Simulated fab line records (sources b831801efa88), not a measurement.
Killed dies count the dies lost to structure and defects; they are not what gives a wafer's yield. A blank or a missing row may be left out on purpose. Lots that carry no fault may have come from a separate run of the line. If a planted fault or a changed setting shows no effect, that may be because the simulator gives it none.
fab line records :: flow sfqLine
record:
  lots: 15
  wafers: 42
  lastDay: 77
route steps=325 shown M4@158 I4@173 JJ@180
lots that met no fault: from a run of the same line without faults
startH: hours from the record's opening day to when the first of the lot's shown wafers began :: waitH: how many hours have passed since the lot's step before this one :: " unchanged from the row above :: L1.1+2: one row covering several wafers at once :: - either no value or no given start :: * or withheld: withheld :: < > ~ a bound
route shown NAME@n: NAME is a module with steps in the file, n the number in the route of the first one :: usual: average and standard deviation across the fault-free wafers :: same: alike in all rows :: chamber/n: place in a boat :: sites: readings site by site :: _std_site: the values' standard deviation :: _edge_site: inner sites' mean taken away from outer sites' mean :: radiusMm: how far each site lies from the wafer's centre :: mask NAME#n: copy n :: behind: the last tool/chamber to shape the wafer :: hold: why the lot went on hold/how many hours it stayed there/how the hold came to an end :: device: the n, p or np transistor that did not switch :: end of line: the tests these same wafers got at the end of their route :: where a step has no rows: the recipe by itself :: killed: count of dies lost to structure and defects at first sort (not the wafer's yield) :: map: a wafer's dies, x killed, . not, _ none there
set.NAME: the setting that was run; set.NAME@STEP: the one run at that earlier step :: model.NAME: the simulator's own value behind a step, which no gauge read
route steps across a sampled set of lots; one table per step, one row per wafer
services: from which hour (startH, from the record's first day; less than 0 if before it) a tool's chamber was out of use, for how many hours, and why
== steps ==
step: SFQ_M4_OVL_MEAS_926
usual:
  M4_OVL: 1/5.8
lot.wafer: L123.2
tool: overlay-02
chamber: -
startH: 798.51
waitH: 0.1
M4_OVL[nm]: -4

lot.wafer: L123.3
tool: overlay-02
chamber: -
startH: 798.51
waitH: 0.1
M4_OVL[nm]: 3

lot.wafer: L123.5
tool: overlay-02
chamber: -
startH: 798.51
waitH: 0.1
M4_OVL[nm]: -3

lot.wafer: L124.2
tool: overlay-02
chamber: -
startH: 800.91
waitH: 0.1
M4_OVL[nm]: 4

lot.wafer: L124.4
tool: overlay-02
chamber: -
startH: 800.91
waitH: 0.1
M4_OVL[nm]: -3

lot.wafer: L124.6
tool: overlay-02
chamber: -
startH: 800.91
waitH: 0.1
M4_OVL[nm]: 0

lot.wafer: L125.1
tool: overlay-02
chamber: -
startH: 802.10
waitH: 0.1
M4_OVL[nm]: -7

lot.wafer: L125.3
tool: overlay-02
chamber: -
startH: 802.10
waitH: 0.1
M4_OVL[nm]: -12

lot.wafer: L125.6
tool: overlay-02
chamber: -
startH: 802.10
waitH: 0.1
M4_OVL[nm]: -2

lot.wafer: L126.1
tool: overlay-02
chamber: -
startH: 809.10
waitH: 0.1
M4_OVL[nm]: 2

lot.wafer: L126.2
tool: overlay-02
chamber: -
startH: 809.10
waitH: 0.1
M4_OVL[nm]: 6

lot.wafer: L126.6
tool: overlay-02
chamber: -
startH: 809.10
waitH: 0.1
M4_OVL[nm]: 1

lot.wafer: L128.1
tool: overlay-02
chamber: -
startH: 818.70
waitH: 0.1
M4_OVL[nm]: -2

lot.wafer: L128.3
tool: overlay-02
chamber: -
startH: 818.70
waitH: 0.1
M4_OVL[nm]: -3

lot.wafer: L131.3
tool: overlay-01
chamber: -
startH: 832.92
waitH: 0.1
M4_OVL[nm]: -10

lot.wafer: L131.5
tool: overlay-01
chamber: -
startH: 832.92
waitH: 0.1
M4_OVL[nm]: -9

lot.wafer: L134.1
tool: overlay-02
chamber: -
startH: 854.22
waitH: 0.1
M4_OVL[nm]: -1

lot.wafer: L134.6
tool: overlay-02
chamber: -
startH: 854.22
waitH: 0.1
M4_OVL[nm]: 2

lot.wafer: L136.2
tool: overlay-02
chamber: -
startH: 867.42
waitH: 0.1
M4_OVL[nm]: 5

lot.wafer: L136.4
tool: overlay-02
chamber: -
startH: 867.42
waitH: 0.1
M4_OVL[nm]: 4

lot.wafer: L136.6
tool: overlay-02
chamber: -
startH: 867.42
waitH: 0.1
M4_OVL[nm]: 6

lot.wafer: L137.1
tool: overlay-02
chamber: -
startH: 875.82
waitH: 0.1
M4_OVL[nm]: -8

lot.wafer: L137.5
tool: overlay-02
chamber: -
startH: 875.82
waitH: 0.1
M4_OVL[nm]: -6

lot.wafer: L137.6
tool: overlay-02
chamber: -
startH: 875.82
waitH: 0.1
M4_OVL[nm]: -2

lot.wafer: L140.3
tool: overlay-01
chamber: -
startH: 889.03
waitH: 0.1
M4_OVL[nm]: 16

lot.wafer: L140.5
tool: overlay-01
chamber: -
startH: 889.03
waitH: 0.1
M4_OVL[nm]: 14

lot.wafer: L140.6
tool: overlay-01
chamber: -
startH: 889.03
waitH: 0.1
M4_OVL[nm]: 5

lot.wafer: L141.1
tool: overlay-01
chamber: -
startH: 896.22
waitH: 0.1
M4_OVL[nm]: -3

lot.wafer: L141.2
tool: overlay-01
chamber: -
startH: 896.22
waitH: 0.1
M4_OVL[nm]: 2

lot.wafer: L141.3
tool: overlay-01
chamber: -
startH: 896.22
waitH: 0.1
M4_OVL[nm]: 6

lot.wafer: L142.1
tool: overlay-01
chamber: -
startH: 907.02
waitH: 0.1
M4_OVL[nm]: 4

lot.wafer: L142.2
tool: overlay-01
chamber: -
startH: 907.02
waitH: 0.1
M4_OVL[nm]: -6

lot.wafer: L142.5
tool: overlay-01
chamber: -
startH: 907.02
waitH: 0.1
M4_OVL[nm]: 5

lot.wafer: L144.1
tool: overlay-01
chamber: -
startH: 916.62
waitH: 0.1
M4_OVL[nm]: 3

lot.wafer: L144.4
tool: overlay-01
chamber: -
startH: 916.62
waitH: 0.1
M4_OVL[nm]: 7

lot.wafer: L144.5
tool: overlay-01
chamber: -
startH: 916.62
waitH: 0.1
M4_OVL[nm]: 9

lot.wafer: L145.4
tool: overlay-02
chamber: -
startH: 920.24
waitH: 0.1
M4_OVL[nm]: 3

lot.wafer: L145.5
tool: overlay-02
chamber: -
startH: 920.24
waitH: 0.1
M4_OVL[nm]: -1

lot.wafer: L145.6
tool: overlay-02
chamber: -
startH: 920.24
waitH: 0.1
M4_OVL[nm]: 4

lot.wafer: L146.2
tool: overlay-02
chamber: -
startH: 921.42
waitH: 0.1
M4_OVL[nm]: 0

lot.wafer: L146.5
tool: overlay-02
chamber: -
startH: 921.42
waitH: 0.1
M4_OVL[nm]: 1

lot.wafer: L146.6
tool: overlay-02
chamber: -
startH: 921.42
waitH: 0.1
M4_OVL[nm]: 1
step: SFQ_I4_OVL_MEAS_928
usual:
  I4_OVL: -4/5.5
lot.wafer: L123.2
tool: overlay-01
chamber: -
startH: 931.58
waitH: 0.1
I4_OVL[nm]: -6

lot.wafer: L123.3
tool: overlay-01
chamber: -
startH: 931.58
waitH: 0.1
I4_OVL[nm]: -9

lot.wafer: L123.5
tool: overlay-01
chamber: -
startH: 931.58
waitH: 0.1
I4_OVL[nm]: -11

lot.wafer: L124.2
tool: overlay-01
chamber: -
startH: 935.18
waitH: 0.1
I4_OVL[nm]: 2

lot.wafer: L124.4
tool: overlay-01
chamber: -
startH: 935.18
waitH: 0.1
I4_OVL[nm]: -7

lot.wafer: L124.6
tool: overlay-01
chamber: -
startH: 935.18
waitH: 0.1
I4_OVL[nm]: -8

lot.wafer: L125.1
tool: overlay-01
chamber: -
startH: 937.57
waitH: 0.1
I4_OVL[nm]: -1

lot.wafer: L125.3
tool: overlay-01
chamber: -
startH: 937.57
waitH: 0.1
I4_OVL[nm]: 1

lot.wafer: L125.6
tool: overlay-01
chamber: -
startH: 937.57
waitH: 0.1
I4_OVL[nm]: -1

lot.wafer: L126.1
tool: overlay-02
chamber: -
startH: 945.77
waitH: 0.1
I4_OVL[nm]: -7

lot.wafer: L126.2
tool: overlay-02
chamber: -
startH: 945.77
waitH: 0.1
I4_OVL[nm]: -5

lot.wafer: L126.6
tool: overlay-02
chamber: -
startH: 945.77
waitH: 0.1
I4_OVL[nm]: -3

lot.wafer: L128.1
tool: overlay-01
chamber: -
startH: 958.97
waitH: 0.1
I4_OVL[nm]: -10

lot.wafer: L128.3
tool: overlay-01
chamber: -
startH: 958.97
waitH: 0.1
I4_OVL[nm]: -7

lot.wafer: L131.3
tool: overlay-02
chamber: -
startH: 977.09
waitH: 0.1
I4_OVL[nm]: -9

lot.wafer: L131.5
tool: overlay-02
chamber: -
startH: 977.09
waitH: 0.1
I4_OVL[nm]: -7

lot.wafer: L134.1
tool: overlay-01
chamber: -
startH: 998.63
waitH: 0.1
I4_OVL[nm]: -1

lot.wafer: L134.6
tool: overlay-01
chamber: -
startH: 998.63
waitH: 0.1
I4_OVL[nm]: 7

lot.wafer: L136.2
tool: overlay-01
chamber: -
startH: 1038.95
waitH: 0.1
I4_OVL[nm]: -8

lot.wafer: L136.4
tool: overlay-01
chamber: -
startH: 1038.95
waitH: 0.1
I4_OVL[nm]: -4

lot.wafer: L136.6
tool: overlay-01
chamber: -
startH: 1038.95
waitH: 0.1
I4_OVL[nm]: -5

lot.wafer: L137.1
tool: overlay-01
chamber: -
startH: 1042.55
waitH: 0.1
I4_OVL[nm]: -4

lot.wafer: L137.5
tool: overlay-01
chamber: -
startH: 1042.55
waitH: 0.1
I4_OVL[nm]: -12

lot.wafer: L137.6
tool: overlay-01
chamber: -
startH: 1042.55
waitH: 0.1
I4_OVL[nm]: -3

lot.wafer: L140.3
tool: overlay-01
chamber: -
startH: 1059.36
waitH: 0.1
I4_OVL[nm]: 0

lot.wafer: L140.5
tool: overlay-01
chamber: -
startH: 1059.36
waitH: 0.1
I4_OVL[nm]: -2

lot.wafer: L140.6
tool: overlay-01
chamber: -
startH: 1059.36
waitH: 0.1
I4_OVL[nm]: 0

lot.wafer: L141.1
tool: overlay-01
chamber: -
startH: 1066.55
waitH: 0.1
I4_OVL[nm]: -12

lot.wafer: L141.2
tool: overlay-01
chamber: -
startH: 1066.55
waitH: 0.1
I4_OVL[nm]: -14

lot.wafer: L141.3
tool: overlay-01
chamber: -
startH: 1066.55
waitH: 0.1
I4_OVL[nm]: -15

lot.wafer: L142.1
tool: overlay-01
chamber: -
startH: 1077.35
waitH: 0.1
I4_OVL[nm]: 10

lot.wafer: L142.2
tool: overlay-01
chamber: -
startH: 1077.35
waitH: 0.1
I4_OVL[nm]: 3

lot.wafer: L142.5
tool: overlay-01
chamber: -
startH: 1077.35
waitH: 0.1
I4_OVL[nm]: 7

lot.wafer: L144.1
tool: overlay-02
chamber: -
startH: 1092.50
waitH: 0.1
I4_OVL[nm]: -9

lot.wafer: L144.4
tool: overlay-02
chamber: -
startH: 1092.50
waitH: 0.1
I4_OVL[nm]: -12

lot.wafer: L144.5
tool: overlay-02
chamber: -
startH: 1092.50
waitH: 0.1
I4_OVL[nm]: -5

lot.wafer: L145.4
tool: overlay-02
chamber: -
startH: 1094.91
waitH: 0.1
I4_OVL[nm]: -3

lot.wafer: L145.5
tool: overlay-02
chamber: -
startH: 1094.91
waitH: 0.1
I4_OVL[nm]: -9

lot.wafer: L145.6
tool: overlay-02
chamber: -
startH: 1094.91
waitH: 0.1
I4_OVL[nm]: -5

lot.wafer: L146.2
tool: overlay-02
chamber: -
startH: 1098.50
waitH: 0.1
I4_OVL[nm]: 10

lot.wafer: L146.5
tool: overlay-02
chamber: -
startH: 1098.50
waitH: 0.1
I4_OVL[nm]: 0

lot.wafer: L146.6
tool: overlay-02
chamber: -
startH: 1098.50
waitH: 0.1
I4_OVL[nm]: 2
step: SFQ_TRILAYER_JJ_TRILAYER_DEP_SPUTTER_110
recipe:
  material: Al
  basePressurePa: 1.33e-06
  targetThkNm: 8
  powerW: 500
  timeS: 10
  chamberPressurePa: 0.4
usual:
  throttleValvePct: 30.0/0.8
same:
  timeS: 10
lot.wafer: L123.2
tool: pvdSputter-04
chamber: -
startH: 932.64
waitH: 0.0
throttleValvePct: 29.7

lot.wafer: L123.3
tool: pvdSputter-04
chamber: -
startH: 932.64
waitH: 0.0
throttleValvePct: 29.3

lot.wafer: L123.5
tool: pvdSputter-04
chamber: -
startH: 932.64
waitH: 0.0
throttleValvePct: 28.9

lot.wafer: L124.2
tool: pvdSputter-03
chamber: -
startH: 936.25
waitH: 0.0
throttleValvePct: 29.9

lot.wafer: L124.4
tool: pvdSputter-03
chamber: -
startH: 936.25
waitH: 0.0
throttleValvePct: 30.2

lot.wafer: L124.6
tool: pvdSputter-03
chamber: -
startH: 936.25
waitH: 0.0
throttleValvePct: 30.1

lot.wafer: L125.1
tool: pvdSputter-06
chamber: -
startH: 938.64
waitH: 0.0
throttleValvePct: 29.8

lot.wafer: L125.3
tool: pvdSputter-06
chamber: -
startH: 938.64
waitH: 0.0
throttleValvePct: 30.6

lot.wafer: L125.6
tool: pvdSputter-06
chamber: -
startH: 938.64
waitH: 0.0
throttleValvePct: 30.8

lot.wafer: L126.1
tool: pvdSputter-03
chamber: -
startH: 946.85
waitH: 0.0
throttleValvePct: 29.9

lot.wafer: L126.2
tool: pvdSputter-03
chamber: -
startH: 946.85
waitH: 0.0
throttleValvePct: 29.1

lot.wafer: L126.6
tool: pvdSputter-03
chamber: -
startH: 946.85
waitH: 0.0
throttleValvePct: 30.0

lot.wafer: L128.1
tool: pvdSputter-06
chamber: -
startH: 960.04
waitH: 0.0
throttleValvePct: 30.6

lot.wafer: L128.3
tool: pvdSputter-06
chamber: -
startH: 960.04
waitH: 0.0
throttleValvePct: 31.5

lot.wafer: L131.3
tool: pvdSputter-04
chamber: -
startH: 978.31
waitH: 0.0
throttleValvePct: 29.2

lot.wafer: L131.5
tool: pvdSputter-04
chamber: -
startH: 978.31
waitH: 0.0
throttleValvePct: 29.1

lot.wafer: L134.1
tool: pvdSputter-03
chamber: -
startH: 999.70
waitH: 0.0
throttleValvePct: 29.9

lot.wafer: L134.6
tool: pvdSputter-03
chamber: -
startH: 999.70
waitH: 0.0
throttleValvePct: 29.7

lot.wafer: L136.2
tool: pvdSputter-06
chamber: -
startH: 1040.21
waitH: 0.0
throttleValvePct: 30.7

lot.wafer: L136.4
tool: pvdSputter-06
chamber: -
startH: 1040.21
waitH: 0.0
throttleValvePct: 29.6

lot.wafer: L136.6
tool: pvdSputter-06
chamber: -
startH: 1040.21
waitH: 0.0
throttleValvePct: 29.2

lot.wafer: L137.1
tool: pvdSputter-03
chamber: -
startH: 1043.99
waitH: 0.0
throttleValvePct: 30.0

lot.wafer: L137.5
tool: pvdSputter-03
chamber: -
startH: 1043.99
waitH: 0.0
throttleValvePct: 30.0

lot.wafer: L137.6
tool: pvdSputter-03
chamber: -
startH: 1043.99
waitH: 0.0
throttleValvePct: 30.0

lot.wafer: L140.3
tool: pvdSputter-06
chamber: -
startH: 1060.41
waitH: 0.0
throttleValvePct: 29.7

lot.wafer: L140.5
tool: pvdSputter-06
chamber: -
startH: 1060.41
waitH: 0.0
throttleValvePct: 30.7

lot.wafer: L140.6
tool: pvdSputter-06
chamber: -
startH: 1060.41
waitH: 0.0
throttleValvePct: 29.5

lot.wafer: L141.1
tool: pvdSputter-06
chamber: -
startH: 1067.61
waitH: 0.0
throttleValvePct: 29.3

lot.wafer: L141.2
tool: pvdSputter-06
chamber: -
startH: 1067.61
waitH: 0.0
throttleValvePct: 31.2

lot.wafer: L141.3
tool: pvdSputter-06
chamber: -
startH: 1067.61
waitH: 0.0
throttleValvePct: 30.5

lot.wafer: L142.1
tool: pvdSputter-06
chamber: -
startH: 1079.03
waitH: 0.0
throttleValvePct: 29.5

lot.wafer: L142.2
tool: pvdSputter-06
chamber: -
startH: 1079.03
waitH: 0.0
throttleValvePct: 30.8

lot.wafer: L142.5
tool: pvdSputter-06
chamber: -
startH: 1079.03
waitH: 0.0
throttleValvePct: 29.1

lot.wafer: L144.1
tool: pvdSputter-04
chamber: -
startH: 1093.58
waitH: 0.0
throttleValvePct: 29.3

lot.wafer: L144.4
tool: pvdSputter-04
chamber: -
startH: 1093.58
waitH: 0.0
throttleValvePct: 29.3

lot.wafer: L144.5
tool: pvdSputter-04
chamber: -
startH: 1093.58
waitH: 0.0
throttleValvePct: 29.0

lot.wafer: L145.4
tool: pvdSputter-06
chamber: -
startH: 1095.98
waitH: 0.0
throttleValvePct: 30.6

lot.wafer: L145.5
tool: pvdSputter-06
chamber: -
startH: 1095.98
waitH: 0.0
throttleValvePct: 29.5

lot.wafer: L145.6
tool: pvdSputter-06
chamber: -
startH: 1095.98
waitH: 0.0
throttleValvePct: 31.3

lot.wafer: L146.2
tool: pvdSputter-03
chamber: -
startH: 1099.56
waitH: 0.0
throttleValvePct: 30.0

lot.wafer: L146.5
tool: pvdSputter-03
chamber: -
startH: 1099.56
waitH: 0.0
throttleValvePct: 30.1

lot.wafer: L146.6
tool: pvdSputter-03
chamber: -
startH: 1099.56
waitH: 0.0
throttleValvePct: 29.7
step: SFQ_TRILAYER_JJ_CE_LITHO_PEB_117
recipe:
  pebTempC: 115
  pebTimeS: 60
  resist: KrF
usual:
  exhaustPa: 45.1/0.86
  resistLineTempC: 23.02/0.1
lot.wafer: L123.2
tool: lithoTrack-02
chamber: 0
startH: 965.54
waitH: 0.8
exhaustPa: 43.2
resistLineTempC: 22.78

lot.wafer: L123.3
tool: lithoTrack-02
chamber: 0
startH: 965.54
waitH: 0.8
exhaustPa: 44.0
resistLineTempC: 23.09

lot.wafer: L123.5
tool: lithoTrack-02
chamber: 0
startH: 965.54
waitH: 0.8
exhaustPa: 44.1
resistLineTempC: 23.07

lot.wafer: L124.2
tool: lithoTrack-02
chamber: 0
startH: 969.14
waitH: 0.8
exhaustPa: 44.8
resistLineTempC: 23.09

lot.wafer: L124.4
tool: lithoTrack-02
chamber: 0
startH: 969.14
waitH: 0.8
exhaustPa: 45.0
resistLineTempC: 23.09

lot.wafer: L124.6
tool: lithoTrack-02
chamber: 0
startH: 969.14
waitH: 0.8
exhaustPa: 45.5
resistLineTempC: 23.03

lot.wafer: L125.1
tool: lithoTrack-03
chamber: 0
startH: 971.52
waitH: 1.0
exhaustPa: 44.7
resistLineTempC: 23.02

lot.wafer: L125.3
tool: lithoTrack-03
chamber: 0
startH: 971.52
waitH: 1.0
exhaustPa: 43.7
resistLineTempC: 23.13

lot.wafer: L125.6
tool: lithoTrack-03
chamber: 0
startH: 971.52
waitH: 1.0
exhaustPa: 45.5
resistLineTempC: 23.05

lot.wafer: L126.1
tool: lithoTrack-01
chamber: 0
startH: 979.72
waitH: 1.0
exhaustPa: 44.4
resistLineTempC: 23.05

lot.wafer: L126.2
tool: lithoTrack-01
chamber: 0
startH: 979.72
waitH: 1.0
exhaustPa: 45.0
resistLineTempC: 23.07

lot.wafer: L126.6
tool: lithoTrack-01
chamber: 0
startH: 979.72
waitH: 1.0
exhaustPa: 45.5
resistLineTempC: 23.09

lot.wafer: L128.1
tool: lithoTrack-03
chamber: 0
startH: 996.52
waitH: 1.0
exhaustPa: 45.4
resistLineTempC: 22.88

lot.wafer: L128.3
tool: lithoTrack-03
chamber: 0
startH: 996.52
waitH: 1.0
exhaustPa: 46.2
resistLineTempC: 22.91

lot.wafer: L131.3
tool: lithoTrack-03
chamber: 0
startH: 1013.37
waitH: 0.7
exhaustPa: 46.2
resistLineTempC: 22.94

lot.wafer: L131.5
tool: lithoTrack-03
chamber: 0
startH: 1013.37
waitH: 0.7
exhaustPa: 44.6
resistLineTempC: 23.12

lot.wafer: L134.1
tool: lithoTrack-03
chamber: 0
startH: 1042.14
waitH: 1.0
exhaustPa: 46.0
resistLineTempC: 23.13

lot.wafer: L134.6
tool: lithoTrack-03
chamber: 0
startH: 1042.14
waitH: 1.0
exhaustPa: 46.3
resistLineTempC: 23.01

lot.wafer: L136.2
tool: lithoTrack-01
chamber: 0
startH: 1067.37
waitH: 0.8
exhaustPa: 44.2
resistLineTempC: 23.27

lot.wafer: L136.4
tool: lithoTrack-01
chamber: 0
startH: 1067.37
waitH: 0.8
exhaustPa: 44.8
resistLineTempC: 22.99

lot.wafer: L136.6
tool: lithoTrack-01
chamber: 0
startH: 1067.37
waitH: 0.8
exhaustPa: 44.3
resistLineTempC: 23.18

lot.wafer: L137.1
tool: lithoTrack-01
chamber: 0
startH: 1070.94
waitH: 1.0
exhaustPa: 45.3
resistLineTempC: 22.94

lot.wafer: L137.5
tool: lithoTrack-01
chamber: 0
startH: 1070.94
waitH: 1.0
exhaustPa: 44.8
resistLineTempC: 23.05

lot.wafer: L137.6
tool: lithoTrack-01
chamber: 0
startH: 1070.94
waitH: 1.0
exhaustPa: 45.1
resistLineTempC: 22.94

lot.wafer: L140.3
tool: lithoTrack-01
chamber: 0
startH: 1090.19
waitH: 0.7
exhaustPa: 44.7
resistLineTempC: 22.82

lot.wafer: L140.5
tool: lithoTrack-01
chamber: 0
startH: 1090.19
waitH: 0.7
exhaustPa: 43.6
resistLineTempC: 22.96

lot.wafer: L140.6
tool: lithoTrack-01
chamber: 0
startH: 1090.19
waitH: 0.7
exhaustPa: 43.9
resistLineTempC: 22.90

lot.wafer: L141.1
tool: lithoTrack-03
chamber: 0
startH: 1098.58
waitH: 1.0
exhaustPa: 43.3
resistLineTempC: 23.03

lot.wafer: L141.2
tool: lithoTrack-03
chamber: 0
startH: 1098.58
waitH: 1.0
exhaustPa: 44.8
resistLineTempC: 23.06

lot.wafer: L141.3
tool: lithoTrack-03
chamber: 0
startH: 1098.58
waitH: 1.0
exhaustPa: 43.8
resistLineTempC: 23.15

lot.wafer: L142.1
tool: lithoTrack-02
chamber: 0
startH: 1105.78
waitH: 1.0
exhaustPa: 45.4
resistLineTempC: 23.18

lot.wafer: L142.2
tool: lithoTrack-02
chamber: 0
startH: 1105.78
waitH: 1.0
exhaustPa: 45.1
resistLineTempC: 23.21

lot.wafer: L142.5
tool: lithoTrack-02
chamber: 0
startH: 1105.78
waitH: 1.0
exhaustPa: 44.6
resistLineTempC: 23.12

lot.wafer: L144.1
tool: lithoTrack-01
chamber: 0
startH: 1118.98
waitH: 1.0
exhaustPa: 46.3
resistLineTempC: 23.24

lot.wafer: L144.4
tool: lithoTrack-01
chamber: 0
startH: 1118.98
waitH: 1.0
exhaustPa: 45.9
resistLineTempC: 23.12

lot.wafer: L144.5
tool: lithoTrack-01
chamber: 0
startH: 1118.98
waitH: 1.0
exhaustPa: 46.2
resistLineTempC: 23.06

lot.wafer: L145.4
tool: lithoTrack-02
chamber: 0
startH: 1122.66
waitH: 0.5
exhaustPa: 44.7
resistLineTempC: 22.84

lot.wafer: L145.5
tool: lithoTrack-02
chamber: 0
startH: 1122.66
waitH: 0.5
exhaustPa: 46.2
resistLineTempC: 22.99

lot.wafer: L145.6
tool: lithoTrack-02
chamber: 0
startH: 1122.66
waitH: 0.5
exhaustPa: 46.8
resistLineTempC: 22.93

lot.wafer: L146.2
tool: lithoTrack-01
chamber: 0
startH: 1126.21
waitH: 0.8
exhaustPa: 46.2
resistLineTempC: 22.93

lot.wafer: L146.5
tool: lithoTrack-01
chamber: 0
startH: 1126.21
waitH: 0.8
exhaustPa: 44.5
resistLineTempC: 23.02

lot.wafer: L146.6
tool: lithoTrack-01
chamber: 0
startH: 1126.21
waitH: 0.8
exhaustPa: 44.2
resistLineTempC: 22.85
step: SFQ_TRILAYER_JJ_CE_METRO_MEASURE_117
usual:
  cdNm: 700.0/1.5
lot.wafer: L123.2
tool: cdSem-02
chamber: -
startH: 966.05
waitH: 0.2
cdNm: 699.7

lot.wafer: L123.3
tool: cdSem-02
chamber: -
startH: 966.05
waitH: 0.2
cdNm: 701.8

lot.wafer: L123.5
tool: cdSem-02
chamber: -
startH: 966.05
waitH: 0.2
cdNm: 700.6

lot.wafer: L124.2
tool: cdSem-02
chamber: -
startH: 969.65
waitH: 0.2
cdNm: 699.3

lot.wafer: L124.4
tool: cdSem-02
chamber: -
startH: 969.65
waitH: 0.2
cdNm: 698.8

lot.wafer: L124.6
tool: cdSem-02
chamber: -
startH: 969.65
waitH: 0.2
cdNm: 699.9

lot.wafer: L125.1
tool: cdSem-01
chamber: -
startH: 971.85
waitH: 0.0
cdNm: 699.2

lot.wafer: L125.3
tool: cdSem-01
chamber: -
startH: 971.85
waitH: 0.0
cdNm: 699.8

lot.wafer: L125.6
tool: cdSem-01
chamber: -
startH: 971.85
waitH: 0.0
cdNm: 700.0

lot.wafer: L126.1
tool: cdSem-02
chamber: -
startH: 980.05
waitH: 0.0
cdNm: 699.9

lot.wafer: L126.2
tool: cdSem-02
chamber: -
startH: 980.05
waitH: 0.0
cdNm: 700.5

lot.wafer: L126.6
tool: cdSem-02
chamber: -
startH: 980.05
waitH: 0.0
cdNm: 700.2

lot.wafer: L128.1
tool: cdSem-02
chamber: -
startH: 996.85
waitH: 0.0
cdNm: 700.9

lot.wafer: L128.3
tool: cdSem-02
chamber: -
startH: 996.85
waitH: 0.0
cdNm: 672.2

lot.wafer: L131.3
tool: cdSem-01
chamber: -
startH: 1014.05
waitH: 0.4
cdNm: 669.3

lot.wafer: L131.5
tool: cdSem-01
chamber: -
startH: 1014.05
waitH: 0.4
cdNm: 697.7

lot.wafer: L134.1
tool: cdSem-02
chamber: -
startH: 1042.48
waitH: 0.0
cdNm: 702.9

lot.wafer: L134.6
tool: cdSem-02
chamber: -
startH: 1043.48
waitH: 1.0
cdNm: 673.2

lot.wafer: L136.2
tool: cdSem-02
chamber: -
startH: 1067.88
waitH: 0.2
cdNm: 701.0

lot.wafer: L136.4
tool: cdSem-02
chamber: -
startH: 1067.88
waitH: 0.2
cdNm: 702.1

lot.wafer: L136.6
tool: cdSem-02
chamber: -
startH: 1067.88
waitH: 0.2
cdNm: 698.8

lot.wafer: L137.1
tool: cdSem-01
chamber: -
startH: 1071.28
waitH: 0.0
cdNm: 697.4

lot.wafer: L137.5
tool: cdSem-01
chamber: -
startH: 1071.28
waitH: 0.0
cdNm: 697.8

lot.wafer: L137.6
tool: cdSem-01
chamber: -
startH: 1071.28
waitH: 0.0
cdNm: 698.8

lot.wafer: L140.3
tool: cdSem-02
chamber: -
startH: 1090.88
waitH: 0.4
cdNm: 696.6

lot.wafer: L140.5
tool: cdSem-02
chamber: -
startH: 1090.88
waitH: 0.4
cdNm: 697.7

lot.wafer: L140.6
tool: cdSem-02
chamber: -
startH: 1090.88
waitH: 0.4
cdNm: 697.8

lot.wafer: L141.1
tool: cdSem-01
chamber: -
startH: 1098.92
waitH: 0.0
cdNm: 699.7

lot.wafer: L141.2
tool: cdSem-01
chamber: -
startH: 1098.92
waitH: 0.0
cdNm: 698.9

lot.wafer: L141.3
tool: cdSem-01
chamber: -
startH: 1098.92
waitH: 0.0
cdNm: 699.9

lot.wafer: L142.1
tool: cdSem-02
chamber: -
startH: 1106.12
waitH: 0.0
cdNm: 699.6

lot.wafer: L142.2
tool: cdSem-02
chamber: -
startH: 1106.12
waitH: 0.0
cdNm: 698.9

lot.wafer: L142.5
tool: cdSem-02
chamber: -
startH: 1106.12
waitH: 0.0
cdNm: 697.6

lot.wafer: L144.1
tool: cdSem-02
chamber: -
startH: 1119.32
waitH: 0.0
cdNm: 699.3

lot.wafer: L144.4
tool: cdSem-02
chamber: -
startH: 1119.32
waitH: 0.0
cdNm: 699.7

lot.wafer: L144.5
tool: cdSem-02
chamber: -
startH: 1119.32
waitH: 0.0
cdNm: 699.3

lot.wafer: L145.4
tool: cdSem-01
chamber: -
startH: 1123.52
waitH: 0.6
cdNm: 699.2

lot.wafer: L145.5
tool: cdSem-01
chamber: -
startH: 1123.52
waitH: 0.6
cdNm: 698.4

lot.wafer: L145.6
tool: cdSem-01
chamber: -
startH: 1123.52
waitH: 0.6
cdNm: 699.6

lot.wafer: L146.2
tool: cdSem-02
chamber: -
startH: 1126.72
waitH: 0.2
cdNm: 698.7

lot.wafer: L146.5
tool: cdSem-02
chamber: -
startH: 1126.72
waitH: 0.2
cdNm: 699.1

lot.wafer: L146.6
tool: cdSem-02
chamber: -
startH: 1126.72
waitH: 0.2
cdNm: 701.4
== services ==
tool: pvdSputter-06
chamber: -
startH: 914.01
hours: 2.9
kind: repair

tool: pvdSputter-03
chamber: -
startH: 932.82
hours: 2.5
kind: repair

tool: cdSem-02
chamber: -
startH: 958.42
hours: 2.3
kind: pm

tool: cdSem-01
chamber: -
startH: 961.01
hours: 9.8
kind: pm

tool: cdSem-02
chamber: -
startH: 970.81
hours: 1.0
kind: pm

tool: cdSem-02
chamber: -
startH: 988.65
hours: 0.5
kind: pm

tool: pvdSputter-04
chamber: 0
startH: 1020.90
hours: -
kind: consumableReplace:kit

tool: pvdSputter-04
chamber: 0
startH: 1020.90
hours: 18.0
kind: scheduledDown

tool: pvdSputter-04
chamber: 0
startH: 1020.90
hours: 18.0
kind: ventCycle

tool: cdSem-01
chamber: -
startH: 1026.26
hours: 1.2
kind: pm

tool: pvdSputter-03
chamber: -
startH: 1042.44
hours: 0.5
kind: repair

tool: cdSem-01
chamber: -
startH: 1050.00
hours: 1.1
kind: pm

tool: cdSem-01
chamber: -
startH: 1057.03
hours: 0.9
kind: pm

tool: cdSem-02
chamber: -
startH: 1088.41
hours: 0.3
kind: pm

tool: pvdSputter-04
chamber: -
startH: 1101.36
hours: 3.4
kind: repair

tool: pvdSputter-06
chamber: 1
startH: 1104.59
hours: -
kind: consumableReplace:kit

tool: pvdSputter-06
chamber: 1
startH: 1104.59
hours: 18.0
kind: scheduledDown

tool: pvdSputter-06
chamber: 1
startH: 1104.59
hours: 18.0
kind: ventCycle
== key ==
firstSign:
  step: SFQ_TRILAYER_JJ_CE_METRO_MEASURE_117
  reading: cdNm
  direction: down
  sigmas: 20
  usual: 700.0
  struck: 671.6
effect none on later readings
metAt SFQ_TRILAYER_JJ_CE_LITHO_PEB_117
struckLots L128,L131,L134
struckWafers L128.3,L131.3,L134.6
rowsEnd L131.3
notActingAt SFQ_M4_OVL_MEAS_926,SFQ_I4_OVL_MEAS_928,SFQ_TRILAYER_JJ_TRILAYER_DEP_SPUTTER_110
onsetBetween 971.52 996.52
fault:
  kind: processParameterDrift
  tool: lithoTrack-03
  chamber: -
  onsetH: 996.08
  steps: SFQ_TRILAYER_JJ_CE_LITHO_PEB_117
  channel: pebTimeS
  offset: *
  shape: step
  endH: 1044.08
  scope: struckWafersOnly
  actsIn: *
  stated: *
rowsEnd: these wafers met a further fault down the route, and their rows from its step on are left out
